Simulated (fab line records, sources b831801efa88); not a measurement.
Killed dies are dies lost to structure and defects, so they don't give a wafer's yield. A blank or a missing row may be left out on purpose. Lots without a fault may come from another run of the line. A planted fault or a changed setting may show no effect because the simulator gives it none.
Problem report in the 8D (eight disciplines) form, filled by code | flow sky130 | the parts of the form that need people (team, actions taken, sign-off) are left out

1. THE PROBLEM
killed_at_M0_to_M3 at SKY_PAD_OPEN_PROBE_99 reads a mean of 91 on 4 wafers of 2 lots; wafers without a fault read 44 with a standard deviation of 6.9. That is +6.8 standard deviations from the usual mean.
First seen on wafer L531.2, day 50 05:03, on prober-02. The record holds 6 wafers of 2 lots with a number at this step. Rule for "out", or "out of limits": more than 4 standard deviations from the usual mean. The other wafers with a number count as sound.

2. WHAT IT IS AND WHAT IT IS NOT
question                    | is                             | is not
which readings at this step | killed_at_M0_to_M3             | killed_at_M4_up, killed_at_contacts, killed_at_front_end, killed_at_other, killed_open, killed_short, sort_bin_6_memory
which lots                  | L531, L535                     | -
which wafers of those lots  | L531.2, L531.6, L535.1, L535.6 | L531.5, L535.3
read on which tools         | prober-01, prober-02           | -
when                        | from day 50 05:03              | up to then (0 sound wafers); but 2 sound wafers of L531, L535 came after

3. SUSPECTS, AND WHAT RULES EACH OUT
Counting: a tool at a process step up to the reading stays a suspect if it ran every lot that is out. Sound lots after the first of them don't rule it out here, since some wafers of a struck lot are sound.
- pvd_sputter-04 at SKY_METAL1_SPUTTER_04 (material TiN, target thk 70 nm, time 58.3 s): kept. It ran every lot that is out, first L531 (day 37 18:59).
- rie_metal-01 at SKY_CAP2M_METAL_ETCH_13 (etches TiN in Cl2/BCl3, stops on SiO2, target depth 220 nm, time 62.9 s): kept. It ran every lot that is out, first L531 (day 46 00:44).
Left after counting: pvd_sputter-04 at SKY_METAL1_SPUTTER_04, rie_metal-01 at SKY_CAP2M_METAL_ETCH_13.

4. THE CAUSE (what the simulator had put in)
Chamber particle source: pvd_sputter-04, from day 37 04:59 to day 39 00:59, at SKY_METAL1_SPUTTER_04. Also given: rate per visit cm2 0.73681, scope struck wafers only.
Counting left 2 suspects, and this tool is among them.

5. THE CHAIN OF EFFECTS, in route order
Each row: a reading whose mean over the struck wafers that have a number lies more than 3 standard deviations from the usual. Only readings for which the record gives a usual standard deviation are gone through. hours: the time from each lot's start at the first step in this table that gives one to its start at this step, as a median over the lots. sigmas: the change in usual standard deviations.
hours | step                  | reading              | usual  | on struck wafers | change | sigmas
0     | SKY_PAD_OPEN_PROBE_99 | defect_limited_yield | 82.2 % | 73.2             | -9.0   | -4.7
0     | SKY_PAD_OPEN_PROBE_99 | killed_at_M0_to_M3   | 44     | 91               | +47    | +6.8
0     | SKY_PAD_OPEN_PROBE_99 | killed_dies          | 88     | 132              | +44    | +4.8
0     | SKY_PAD_OPEN_PROBE_99 | sort_bin_3_pad_short | 0.9 %  | 2.5              | +1.6   | +3.7
0     | SKY_PAD_OPEN_PROBE_99 | sort_bin_5_function  | 10.6 % | 17.3             | +6.7   | +4.5
0     | SKY_PAD_OPEN_PROBE_99 | sort_n_pass          | 404    | 360              | -44    | -4.8
0     | SKY_PAD_OPEN_PROBE_99 | sort_yield_pct       | 82.2 % | 73.2             | -9.0   | -4.7
The process steps in it:
- SKY_PAD_OPEN_PROBE_99

6. WHAT WOULD HAVE CAUGHT IT SOONER
In this record the first reading out of limits was taken at day 50 05:03, 312 hours after the fault began at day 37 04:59.
Of the tool readings at SKY_METAL1_SPUTTER_04 for which the record gives a usual standard deviation, none was out on any struck wafer, so an alarm limit of 4 standard deviations on them would not have fired.
All the lots that are out (2) had begun SKY_METAL1_SPUTTER_04 on pvd_sputter-04 by day 50 05:03. A hold on the tool at that time would have spared none of them.
